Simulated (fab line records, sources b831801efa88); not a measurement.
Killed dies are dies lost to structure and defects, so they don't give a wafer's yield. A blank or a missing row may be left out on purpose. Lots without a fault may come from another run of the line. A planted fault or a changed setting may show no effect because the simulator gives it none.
fab line records | flow sky130
record lots=11 wafers=33 last_day=50
route steps=708 shown METAL3@565 VIA3@587 PAD_OPEN@708
lots that met no fault: from a run of the same line without faults
start_h: hours from the record's first day to the start of the lot's first wafer shown | wait_h: hours since the lot's step before | " the same as in the row above | L1.1+2: a row that stands for several wafers | - no value, or no start given | * or withheld: withheld | < > ~ a bound
route shown NAME@n: a module of which the file shows steps, and the number in the route of the first | usual: mean/standard deviation of fault-free wafers | same: alike in all rows | chamber/n: place in a boat | sites: the reading at each site | _std_site: their standard deviation | _edge_site: outer sites' mean less inner sites' | radius_mm: how far each site lies from the wafer's centre | mask NAME#n: copy n | behind: the tool/chamber that last shaped the wafer | hold: why the lot was held/for how many hours/how that ended | device: the transistor (n, p or np) that didn't switch | end of line: the same wafers' tests at the end of the route | a step without rows: its recipe alone | killed: dies lost to structure and defects at the first sort, not the wafer's yield | map: a wafer's dies, x killed, . not, _ none there
set.NAME: the setting as run; set.NAME@STEP: as run at that earlier step | model.NAME: the simulator's own value behind a step, which no gauge read
steps of the route over a sample of lots; a table a step, a row a wafer
services: from which hour (start_h, from the record's first day; less than 0 if before it) a tool's chamber was out of use, for how many hours, and why
## steps
# step SKY_METAL3_DESCUM_15
# recipe chemistry=O2 source_power_w=150 bias_power_w=0 pressure_mtorr=10 temp_c=40 time_s=8
# usual drypump_motor_current_A=5.76/0.29 oes_product_au=0.996/0.01
# columns lot.wafer tool chamber start_h wait_h drypump_motor_current_A oes_product_au rf_hours_counter_h
L208.2 rie_metal-03 0 924.06 0.0 5.95 1.008 2
L208.3 " 1 " " 5.43 0.998 -
L208.4 " 0 " " 5.96 0.999 -
L209.1 rie_metal-01 1 925.89 0.0 5.80 0.997 13
L209.5 " 1 " " 5.80 0.985 -
L209.6 " 0 " " 5.98 1.010 -
L211.2 rie_metal-01 1 935.37 0.0 5.81 0.987 -
L211.3 " 1 " " 5.81 0.987 -
L211.4 " 1 " " 5.82 0.989 -
L215.3 rie_metal-03 1 960.36 0.0 5.45 0.992 -
L215.4 " 0 " " 5.99 1.011 -
L215.5 " 1 " " 5.41 1.003 -
L219.1 rie_metal-02 1 988.00 0.0 5.96 0.998 18
L219.2 " 0 " " 5.10 0.998 22
L219.6 " 1 " " 5.93 0.993 -
L220.2 rie_metal-02 1 1029.17 0.0 5.95 0.995 -
L220.3 " 1 " " 5.93 0.995 -
L220.5 " 1 " " 5.95 0.990 -
L223.4 rie_metal-02 1 1030.24 0.0 5.91 0.985 -
L223.5 " 1 " " 5.91 0.985 -
L223.6 " 1 " " 5.94 0.986 -
L225.4 rie_metal-02 1 1031.12 0.0 5.96 0.995 -
L225.5 " 1 " " 5.96 1.000 -
L225.6 " 1 " " 5.98 0.997 -
L222.2 rie_metal-02 1 1032.21 0.0 5.95 0.993 -
L222.4 " 1 " " 5.95 0.995 -
L222.5 " 1 " " 5.96 0.988 -
L228.1 rie_metal-01 0 1067.85 0.0 5.96 1.007 19
L228.5 " 1 " " 5.80 0.988 -
L228.6 " 0 " " 5.97 0.999 -
L230.1 rie_metal-02 1 1068.96 0.0 5.95 0.993 25
L230.2 " 0 " " 5.07 0.999 1
L230.5 " 0 " " 5.08 1.000 -
# step SKY_METAL3_STRIP_19
# recipe chemistry=O2/N2 power_w=1400 pressure_mtorr=1500 platen_temp_c=withheld o2_flow_sccm=3000 n2_flow_sccm=300 overash_fraction=0.5
# usual drypump_motor_current_A=6.0/0.49 o2_flow_sccm=3000/9 oes_product_au=0.504/0.0057 strip_time_to_endpoint_s=6.56/0.084
# columns lot.wafer tool chamber start_h wait_h drypump_motor_current_A o2_flow_sccm oes_product_au rf_hours_counter_h strip_time_to_endpoint_s
L208.2 plasma_asher-03 0 924.39 0.1 6.5 2996 0.500 112 6.46
L208.3 " 1 " " 5.9 3003 0.505 - 6.55
L208.4 " 0 " " 6.5 2990 0.499 - 6.41
L209.1 plasma_asher-03 0 926.21 0.1 6.5 2996 0.497 112 6.66
L209.5 " 1 " " 5.9 3004 0.509 - 6.63
L209.6 " 0 " " 6.5 2996 0.505 - 6.59
L211.2 plasma_asher-02 1 935.82 0.1 6.2 3004 0.496 77 6.44
L211.3 " 0 " " 5.0 3000 0.504 - 6.59
L211.4 " 1 " " 6.2 3014 0.500 - 6.42
L215.3 plasma_asher-04 0 960.76 0.1 6.2 3008 0.509 - 6.79
L215.4 " 1 " " 6.2 3001 0.501 - 6.59
L215.5 " 0 " " 6.3 3024 0.521 - 6.75
L219.1 plasma_asher-04 1 988.32 0.1 6.2 2983 0.500 55 6.56
L219.2 " 0 " " 6.2 2993 0.508 55 6.66
L219.6 " 1 " " 6.2 2988 0.506 - 6.64
L220.2 plasma_asher-02 0 1029.62 0.1 5.0 3004 0.510 87 6.66
L220.3 " 0 " " 4.9 3003 0.511 - 6.67
L220.5 " 1 " " 6.2 3012 0.501 - 6.63
L223.4 plasma_asher-03 1 1030.70 0.1 5.9 3003 0.507 - 6.67
L223.5 " 0 " " 6.5 3000 0.502 - 6.55
L223.6 " 1 " " 5.9 3004 0.503 - 6.59
L225.4 plasma_asher-04 1 1031.58 0.1 6.2 3005 0.501 - 6.60
L225.5 " 1 " " 6.2 3009 0.508 - 6.69
L225.6 " 0 " " 6.3 3006 0.505 - 6.53
L222.2 plasma_asher-04 0 1032.65 0.1 6.3 2988 0.504 58 6.64
L222.4 " 1 " " 6.2 2988 0.497 - 6.44
L222.5 " 1 " " 6.2 3013 0.503 - 6.47
L228.1 plasma_asher-03 1 1068.17 0.1 5.9 3001 0.505 0 6.49
L228.5 " 1 " " 5.9 2999 0.491 - 6.44
L228.6 " 0 " " 6.5 2981 0.505 - 6.47
L230.1 plasma_asher-03 1 1069.29 0.1 5.9 3008 0.506 0 6.62
L230.2 " 0 " " 6.5 2988 0.505 0 6.46
L230.5 " 0 " " 6.5 3008 0.507 - 6.47
# step SKY_VIA3_ETCH_14
# recipe chemistry=N2/H2 target=BARC ion_energy_ev=200 source_w=500 bias_w=100 pressure_mtorr=30 n2_flow_sccm=100 h2_flow_sccm=200 stop_on=SiO2 time_s=45.9 target_depth_a=600
# usual bias_w=100.0/0.31 drypump_motor_current_A=6.0/0.49 h2_flow_sccm=199.9/0.59 oes_product_au=0.856/0.0051 throttle_valve_pct=13.226/0.0098
# columns lot.wafer tool chamber start_h wait_h bias_w drypump_motor_current_A h2_flow_sccm oes_product_au rf_hours_counter_h throttle_valve_pct
L208.2 rie_diel-03 0 949.34 0.0 100.1 4.7 198.9 0.861 9 13.217
L208.3 " 1 " " 99.9 6.2 199.8 0.847 6 13.226
L208.4 " 2 " " 100.1 6.5 200.0 0.852 17 13.226
L209.1 rie_diel-01 3 951.70 0.0 99.8 6.1 199.8 0.854 16 13.211
L209.5 " 1 " " 100.2 6.3 198.8 0.858 - 13.225
L209.6 " 2 " " 100.0 6.2 201.1 0.852 - 13.230
L211.2 rie_diel-04 0 961.38 0.0 99.9 5.9 200.4 0.849 7 13.201
L211.3 " 3 " " 99.9 6.0 200.3 0.858 12 13.224
L211.4 " 1 " " 100.1 5.5 200.0 0.857 3 13.234
L215.3 rie_diel-04 0 985.99 0.0 100.1 5.9 198.7 0.857 8 13.238
L215.4 " 0 " " 100.0 5.9 199.3 0.864 - 13.216
L215.5 " 1 " " 100.2 5.5 199.7 0.853 - 13.222
L219.1 rie_diel-01 2 1012.55 0.0 90.3 6.2 200.2 0.857 15 13.223
L219.2 " 1 " " 90.7 6.3 200.3 0.860 20 13.229
L219.6 " 1 " " 90.3 6.3 199.7 0.859 - 13.224
L220.2 rie_diel-01 3 1052.79 0.0 90.5 6.1 198.9 0.854 19 13.232
L220.3 " 1 " " 90.0 6.3 200.1 0.846 22 13.218
L220.5 " 1 " " 90.1 6.3 199.9 0.851 - 13.240
L223.4 rie_diel-03 1 1054.38 0.0 99.3 6.2 199.6 0.861 9 13.227
L223.5 " 3 " " 99.6 5.2 199.7 0.854 - 13.217
L223.6 " 0 " " 99.5 4.7 199.5 0.854 - 13.228
L225.4 rie_diel-04 3 1054.54 0.0 100.2 6.0 199.2 0.853 16 13.217
L225.5 " 3 " " 100.4 6.0 199.6 0.853 - 13.221
L225.6 " 0 " " 100.1 5.9 200.7 0.854 - 13.234
L222.2 rie_diel-03 3 1056.04 0.0 99.5 5.2 200.3 0.851 6 13.234
L222.4 " 2 " " 100.3 6.5 198.9 0.856 21 13.234
L222.5 " 1 " " 99.9 6.2 200.0 0.849 - 13.228
L228.1 rie_diel-04 2 1090.75 0.0 99.4 6.9 199.6 0.859 18 13.247
L228.5 " 0 " " 100.2 5.9 200.1 0.860 - 13.230
L228.6 " 3 " " 100.0 6.0 199.7 0.861 - 13.220
L230.1 rie_diel-04 0 1091.74 0.0 99.7 5.9 199.3 0.858 12 13.235
L230.2 " 1 " " 99.8 5.5 200.4 0.839 8 13.212
L230.5 " 2 " " 100.1 6.9 199.9 0.849 - 13.233
# step SKY_VIA3_CMP_24
# recipe stop_on=SiO2 t_overpolish_s=20 down_force_psi=3.5 platen_rpm=60 target_thk_nm=0 pad_velocity_m_s=0.94248
# usual motor_current_A=11.8/1.4 overpolish_run_s=20.000/0.0093 slurry_filter_dp_kPa=13.52/0.13 time_to_endpoint_s=94/3.9
# columns lot.wafer tool chamber start_h wait_h motor_current_A overpolish_run_s slurry_filter_dp_kPa time_to_endpoint_s
L208.3 cmp-02 1 950.40 0.0 12.7 19.996 13.50 95
L208.2 " 3 " " 12.5 19.997 13.57 94
L208.4 " 0 " " 10.6 19.995 13.43 91
L209.1 cmp-01 2 952.91 0.2 13.3 20.000 13.30 82
L209.6 " 3 " " 13.5 20.013 13.46 92
L209.5 " 0 " " 9.6 19.982 13.61 85
L211.4 cmp-02 2 962.49 0.0 13.6 19.998 13.27 101
L211.2 " 3 " " 11.9 20.003 13.61 96
L211.3 " 1 " " 12.6 19.968 13.73 97
L215.4 cmp-02 1 987.08 0.0 12.1 19.996 13.66 92
L215.3 " 3 " " 12.2 20.001 13.42 93
L215.5 " 2 " " 14.0 20.000 13.61 91
L219.1 cmp-01 1 1013.97 0.4 10.3 20.001 13.62 98
L219.2 " 0 " " 10.2 20.004 13.35 97
L219.6 " 2 " " 11.7 19.998 13.33 93
L220.3 cmp-01 0 1053.91 0.0 9.8 19.986 13.56 90
L220.2 " 2 " " 12.3 19.995 13.50 90
L220.5 " 1 " " 10.2 19.994 13.75 88
L223.4 cmp-01 1 1055.59 0.2 10.4 20.002 13.45 89
L223.5 " 2 " " 12.2 20.007 13.66 91
L223.6 " 3 " " 12.7 19.993 13.50 94
L225.4 cmp-01 0 1055.84 0.2 9.7 19.998 13.47 100
L225.5 " 2 " " 12.3 20.013 13.59 93
L225.6 " 3 " " 13.7 20.005 13.66 93
L222.2 cmp-01 3 1057.10 0.0 13.7 20.000 13.64 94
L222.4 " 2 " " 11.8 19.996 13.68 89
L222.5 " 0 " " 10.0 20.006 13.18 95
L228.1 cmp-02 0 1091.86 0.1 10.5 19.994 13.52 100
L228.6 " 3 " " 11.9 19.999 13.55 103
L228.5 " 0 " " 11.0 19.995 13.74 100
L230.1 cmp-01 0 1092.85 0.1 9.4 20.010 13.47 98
L230.2 " 2 " " 12.7 19.999 13.61 90
L230.5 " 0 " " 9.7 19.990 13.59 95
# step SKY_PAD_OPEN_PROBE_99
# usual defect_limited_yield=82.5/2.1 killed_at_M0_to_M3=43/6.8 killed_at_M4_up=3.2/1.7 killed_at_contacts=24/5.6 killed_at_front_end=15/4.7 killed_at_other=0.3/0.59 killed_dies=86/10 killed_open=47/6.8 killed_short=39/6.4 sort_bin_3_pad_short=0.9/0.42 sort_bin_5_function=10.5/1.6 sort_bin_6_memory=6.2/1.1 sort_n_pass=406/10 sort_yield_pct=82.5/2.1
# same gross_dies=492 killed_at_back_side=0 sort_bin_4_leakage[%]=0 sort_bin_8_speed[%]=0
# columns lot.wafer tool chamber start_h wait_h defect_limited_yield[%] killed_at_M0_to_M3 killed_at_M4_up killed_at_contacts killed_at_front_end killed_at_other killed_dies killed_open killed_short sort_bin_3_pad_short[%] sort_bin_5_function[%] sort_bin_6_memory[%] sort_n_pass sort_yield_pct[%]
L220.2 prober-02 - 1178.71 0.1 79.7 52 6 23 19 0 100 54 45 1.6 12.2 6.5 392 79.7
L220.3 prober-02 - 1178.76 0.2 81.5 53 3 24 11 0 91 51 38 0.8 11.4 6.3 401 81.5
L220.5 prober-02 - 1178.86 0.2 83.5 40 2 19 20 0 81 47 33 1.0 11.6 3.9 411 83.5
L222.2 prober-01 - 1182.11 0.1 86.2 37 1 22 8 0 68 33 35 0.2 9.6 4.1 424 86.2
L222.4 prober-01 - 1182.21 0.2 82.5 45 4 20 17 0 86 47 39 0.6 11.6 5.3 406 82.5
L222.5 prober-01 - 1182.26 0.2 81.9 42 4 28 15 0 89 47 42 1.2 11.8 5.1 403 81.9
L230.1 prober-01 - 1206.46 0.1 78.3 48 6 29 23 1 107 50 57 1.4 12.6 7.7 385 78.3
L230.2 prober-01 - 1206.51 0.1 83.3 43 7 13 19 0 82 50 32 0.4 11.2 5.1 410 83.3
L230.5 prober-01 - 1206.66 0.2 82.9 39 4 16 25 0 84 44 40 1.2 9.8 6.1 408 82.9
# killed by level:class
L220.2 CONTACT:geometric_particle:open=10 VIA1:geometric_particle:open=10 LI_CONTACT:geometric_particle:open=7 METAL1:geometric_particle:short=7 VIA2:geometric_particle:open=7 POLY_GATE:geometric_particle:open=6 VIA1:geometric_particle:short=6 METAL2:geometric_particle:short=6
L220.3 METAL2:geometric_particle:short=13 CONTACT:geometric_particle:open=10 LI_CONTACT:geometric_particle:open=8 METAL2:geometric_particle:open=7 VIA3:geometric_particle:open=7 VIA2:geometric_particle:open=6 CONTACT:geometric_particle:short=4 VIA1:geometric_particle:short=4
L220.5 CONTACT:geometric_particle:open=8 LI_CONTACT:geometric_particle:open=6 VIA1:geometric_particle:short=6 VIA2:geometric_particle:open=6 METAL2:geometric_particle:short=5 FIELD_ISO:geometric_particle:open=4 POLY_GATE:geometric_particle:open=4 METAL2:geometric_particle:open=4
L222.2 LI_CONTACT:geometric_particle:open=7 VIA3:geometric_particle:open=7 LOCAL_INTERCONNECT:geometric_particle:short=6 METAL2:geometric_particle:short=6 VIA1:geometric_particle:open=5 POLY_GATE:geometric_particle:short=4 CONTACT:geometric_particle:open=4 METAL3:geometric_particle:short=4
L222.4 VIA3:geometric_particle:open=10 VIA1:geometric_particle:open=8 METAL2:geometric_particle:short=8 LI_CONTACT:geometric_particle:open=6 CONTACT:geometric_particle:open=6 POLY_GATE:geometric_particle:short=5 POLY_GATE:geometric_particle:open=4 VIA2:geometric_particle:open=4
L222.5 LI_CONTACT:geometric_particle:open=8 VIA1:geometric_particle:open=8 LOCAL_INTERCONNECT:geometric_particle:short=8 METAL2:geometric_particle:short=8 METAL1:geometric_particle:short=7 VIA3:geometric_particle:open=6 CONTACT:geometric_particle:open=6 POLY_GATE:geometric_particle:open=5
L230.1 VIA1:geometric_particle:open=11 CONTACT:geometric_particle:open=11 FIELD_ISO:geometric_particle:open=8 METAL2:geometric_particle:short=8 CONTACT:geometric_particle:short=8 LI_CONTACT:geometric_particle:open=6 VIA3:geometric_particle:short=6 METAL4:geometric_particle:short=6
L230.2 VIA1:geometric_particle:open=10 VIA3:geometric_particle:open=8 FIELD_ISO:geometric_particle:short=6 LI_CONTACT:geometric_particle:open=6 METAL2:geometric_particle:short=6 VIA2:geometric_particle:open=5 FIELD_ISO:geometric_particle:open=4 CONTACT:geometric_particle:short=4
L230.5 FIELD_ISO:geometric_particle:short=15 VIA1:geometric_particle:open=12 VIA3:geometric_particle:open=8 CONTACT:geometric_particle:open=7 FIELD_ISO:geometric_particle:open=6 METAL1:geometric_particle:short=5 METAL4:geometric_particle:short=3 LOCAL_INTERCONNECT:geometric_particle:short=3
## services
# columns tool chamber start_h hours kind
rie_diel-03 2 900.53 1.7 repair
cmp-01 - 903.06 1.9 repair
rie_diel-04 0 906.36 2.4 repair
cmp-02 - 909.36 3.7 repair
cmp-01 - 918.48 4.0 pm
rie_metal-01 - 921.33 2.8 pm
rie_metal-01 0 934.17 15.7 repair
cmp-02 - 944.08 5.3 pm
cmp-01 - 951.34 1.1 repair
cmp-01 - 951.41 1.3 repair
rie_metal-02 - 960.59 2.8 pm
plasma_asher-03 - 962.74 0.6 repair
rie_diel-04 3 966.61 9.7 repair
rie_diel-04 2 979.52 9.5 repair
plasma_asher-03 - 986.19 2.8 pm
plasma_asher-04 - 1007.02 12.2 pm
cmp-02 - 1012.77 1.6 repair
cmp-02 - 1042.36 1.5 repair
plasma_asher-03 - 1045.14 2.0 repair
plasma_asher-03 - 1055.25 9.0 pm
rie_diel-04 3 1065.48 12.2 repair
rie_diel-04 0 1068.33 2.3 repair
rie_metal-02 0 1070.93 26.7 repair
cmp-02 - 1084.00 4.0 pm
## key
first_sign step=SKY_VIA3_ETCH_14 reading=bias_w direction=down sigmas=32 usual=100.0 struck=90.3
effect none on later readings
met_at SKY_VIA3_ETCH_14
struck_lots L219,L220
not_acting_at SKY_METAL3_DESCUM_15,SKY_METAL3_STRIP_19,SKY_VIA3_CMP_24
onset_between 951.70 1012.55
fault kind=process_parameter_drift tool=rie_diel-01 chamber=- onset_h=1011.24 steps=SKY_VIA3_ETCH_14 channel=bias_w offset=-9.792 shape=step end_h=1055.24 acts_in=these_recipes_only stated=100
